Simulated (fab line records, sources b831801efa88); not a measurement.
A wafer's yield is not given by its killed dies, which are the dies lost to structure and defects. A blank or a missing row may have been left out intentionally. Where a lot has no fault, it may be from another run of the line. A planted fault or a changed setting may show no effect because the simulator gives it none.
What tool caused it? | flow sky130 | Sampling: 12 lots, 34 wafers, 5 of 708 route steps

WHAT THE GAUGES SHOWED, per wafer
SKY_SONOS_ONO_THK_MEAS_03.
lot  | measured     | on            | SONOS_ONO_CVD_02_THK (nm)
L295 | day 12 04:20 | film metro-03 | 10.72 10.67 10.68
L296 | day 12 04:21 | film metro-02 | 10.51 10.46 10.52
L297 | day 12 09:43 | film metro-03 | 10.70 10.73 10.76
L299 | day 13 08:21 | film metro-03 | 10.54 10.54 10.63
L301 | day 13 18:57 | film metro-01 | 10.56 10.71 10.49
L303 | day 14 13:36 | film metro-03 | 10.79 10.66 10.71
L306 | day 16 00:54 | film metro-03 | 10.39 10.50 10.47
L307 | day 16 01:58 | film metro-03 | 10.47 10.64 10.53
L308 | day 16 12:52 | film metro-03 | 10.56 10.55 10.61
L309 | day 16 18:01 | film metro-03 | 10.43 10.35
L311 | day 17 04:56 | film metro-01 | 10.75 10.71 10.68
L312 | day 17 18:10 | film metro-02 | 10.54 10.59

SKY_LDD_N_OVL_MEAS_07.
lot  | measured     | on         | LDD_N_OVL (nm)
L295 | day 18 06:09 | overlay-01 | 1.1 0.3 0.1
L296 | day 18 08:55 | overlay-01 | -1.7 -2.2 -3.1
L297 | day 18 18:42 | overlay-02 | -0.4 1.8 -0.1
L299 | day 19 17:47 | overlay-01 | -1.3 -2.2 -0.3
L301 | day 20 11:05 | overlay-01 | -0.6 -0.8 -1.9
L303 | day 21 02:44 | overlay-02 | 0.8 1.2 0.8
L306 | day 22 19:09 | overlay-02 | -2.1 -0.5 0.5
L307 | day 22 21:58 | overlay-01 | -0.9 0.9 0.9
L308 | day 23 08:59 | overlay-02 | -0.6 1.5 1.9
L309 | day 23 11:17 | overlay-02 | -1.4 -2.0
L311 | day 23 22:53 | overlay-01 | -0.5 0.6 0.6
L312 | day 24 11:58 | overlay-01 | 1.9 0.6

TOOL THAT RAN EACH LOT (tool first, then ch and the chambers of the sampled wafers, then the start)
lot  | SKY_SONOS_ONO_ETCH_15              | SKY_POLY_GATE_COAT_07             | SKY_POLY_GATE_ETCH_15
L295 | rie diel-02 ch 1,2,3, day 13 06:11 | litho track-01 ch 0, day 16 08:26 | rie diel-04 ch 0,1,2, day 16 23:07
L296 | rie diel-04 ch 0,1,2, day 13 06:26 | litho track-04 ch 0, day 16 10:09 | rie diel-03 ch 1,2, day 17 00:43
L297 | rie diel-04 ch 1,3, day 13 13:22   | litho track-04 ch 0, day 16 18:08 | rie diel-04 ch 1,3, day 17 09:26
L299 | rie diel-02 ch 0,1, day 14 12:36   | litho track-02 ch 0, day 17 18:07 | rie diel-03 ch 0,2, day 18 08:37
L301 | rie diel-03 ch 0,1,3, day 14 22:49 | litho track-02 ch 0, day 18 10:32 | rie diel-01 ch 1,2,3, day 19 02:04
L303 | rie diel-03 ch 0,1,2, day 15 17:58 | litho track-04 ch 0, day 19 02:00 | rie diel-03 ch 1,2, day 19 18:10
L306 | rie diel-04 ch 1,2, day 17 07:07   | litho track-01 ch 0, day 20 18:15 | rie diel-01 ch 0,2,3, day 21 10:49
L307 | rie diel-03 ch 0,3, day 17 08:30   | litho track-02 ch 0, day 20 21:02 | rie diel-03 ch 0,1,3, day 21 13:28
L308 | rie diel-02 ch 1,2,3, day 17 18:44 | litho track-01 ch 0, day 21 07:08 | rie diel-03 ch 0,1,3, day 21 22:55
L309 | rie diel-04 ch 0,3, day 18 00:41   | litho track-01 ch 0, day 21 10:33 | rie diel-01 ch 0,3, day 22 01:49
L311 | rie diel-03 ch 1,2,3, day 18 11:29 | litho track-02 ch 0, day 21 23:44 | rie diel-01 ch 1,3, day 22 15:31
L312 | rie diel-04 ch 1,3, day 19 00:19   | litho track-01 ch 0, day 22 12:48 | rie diel-01 ch 1,2, day 23 03:55
- SKY_SONOS_ONO_ETCH_15: etches the open film in CHF3/O2, target depth 19.52 nm, time 7.8 s.
- SKY_POLY_GATE_COAT_07: resist thk 110 nm.
- SKY_POLY_GATE_ETCH_15: etches BARC in N2/H2, stops on SiO2, time 118.5 s, target depth 110 nm.

WHAT THE TOOLS THEMSELVES READ (means of the sampled wafers that have a number; where no wafer has one, the mark that the record gives instead)
SKY_SONOS_ONO_ETCH_15.
lot  | tool        | chf3 flow sccm (sccm) | drypump motor current A (A) | oes product au (a.u.) | rf fwd power W (W) | throttle valve pct (%)
L295 | rie diel-02 | 50.03                 | 5.8                         | 1.001                 | 585                | 8.826
L296 | rie diel-04 | 50.10                 | 5.7                         | 0.990                 | 587                | 8.820
L297 | rie diel-04 | 50.13                 | 6.2                         | 0.987                 | 591                | 8.816
L299 | rie diel-02 | 49.99                 | 5.5                         | 1.002                 | 589                | 8.824
L301 | rie diel-03 | 50.11                 | 5.7                         | 0.987                 | 590                | 8.831
L303 | rie diel-03 | 49.90                 | 5.7                         | 0.992                 | 589                | 8.822
L306 | rie diel-04 | 49.90                 | 5.9                         | 0.996                 | 590                | 8.825
L307 | rie diel-03 | 49.88                 | 5.9                         | 0.991                 | 589                | 8.821
L308 | rie diel-02 | 49.88                 | 5.8                         | 1.003                 | 587                | 8.816
L309 | rie diel-04 | 50.08                 | 5.9                         | 0.986                 | 591                | 8.814
L311 | rie diel-03 | 50.01                 | 6.1                         | 0.991                 | 588                | 8.819
L312 | rie diel-04 | 50.05                 | 6.2                         | 0.990                 | 590                | 8.825

SKY_POLY_GATE_ETCH_15.
lot  | tool        | drypump motor current A (A) | n2 flow sccm (sccm) | oes product au (a.u.) | rf fwd power W (W) | throttle valve pct (%)
L295 | rie diel-04 | 5.7                         | 99.88               | 0.715                 | 497.5              | 13.214
L296 | rie diel-03 | 6.0                         | 99.78               | 0.719                 | 496.2              | 13.220
L297 | rie diel-04 | 6.2                         | 100.07              | 0.718                 | 498.5              | 13.211
L299 | rie diel-03 | 5.5                         | 100.24              | 0.713                 | 497.6              | 13.216
L301 | rie diel-01 | 5.7                         | 99.96               | 0.718                 | 498.9              | 13.213
L303 | rie diel-03 | 6.0                         | 99.56               | 0.717                 | 496.2              | 13.214
L306 | rie diel-01 | 5.8                         | 99.96               | 0.716                 | 498.5              | 13.219
L307 | rie diel-03 | 5.7                         | 100.19              | 0.715                 | 498.5              | 13.219
L308 | rie diel-03 | 5.7                         | 100.00              | 0.716                 | 498.2              | 13.205
L309 | rie diel-01 | 5.8                         | 100.15              | 0.732                 | 497.4              | 13.207
L311 | rie diel-01 | 5.7                         | 100.18              | 0.718                 | 499.8              | 13.214
L312 | rie diel-01 | 5.6                         | 100.13              | 0.728                 | 496.9              | 13.213

THE ANSWER, worked out from the rows above alone
Rule: the usual values come from the lots themselves. Put in order of their means at a reading, lots are off if they are a third of the lots or fewer, leave a main group of 4 or more, and stand apart from it by a gap of 3 or more times the standard deviation of the main group's means; of several such gaps the widest counts. A main group whose means are all the same, to the digits that the tables above print for the reading, isn't used. Also off: a lot with no number at a reading for which 4 or more lots have one. Any other lot the step has rows for is counted as sound. After the gauges, taken in route order, come the tools' own readings; for these a lot's mean is taken, as printed above. The first step at which some lot is off is used, and at that step the reading that is off furthest; a lot without a number counts as furthest.
Off at SKY_POLY_GATE_ETCH_15 (oes product au): L309, L312. Mean 0.716 a.u. and standard deviation 0.0017 in the main group.
If a tool, at that step or one of the process steps before it, ran each lot that is off and ran no sound lot following the first of them, it fits. 2 tools fit, rie diel-04 at SKY_SONOS_ONO_ETCH_15 and litho track-01 at SKY_POLY_GATE_COAT_07, so this cannot tell which one it is.

WHAT HAD BEEN PUT IN BY THE SIMULATOR
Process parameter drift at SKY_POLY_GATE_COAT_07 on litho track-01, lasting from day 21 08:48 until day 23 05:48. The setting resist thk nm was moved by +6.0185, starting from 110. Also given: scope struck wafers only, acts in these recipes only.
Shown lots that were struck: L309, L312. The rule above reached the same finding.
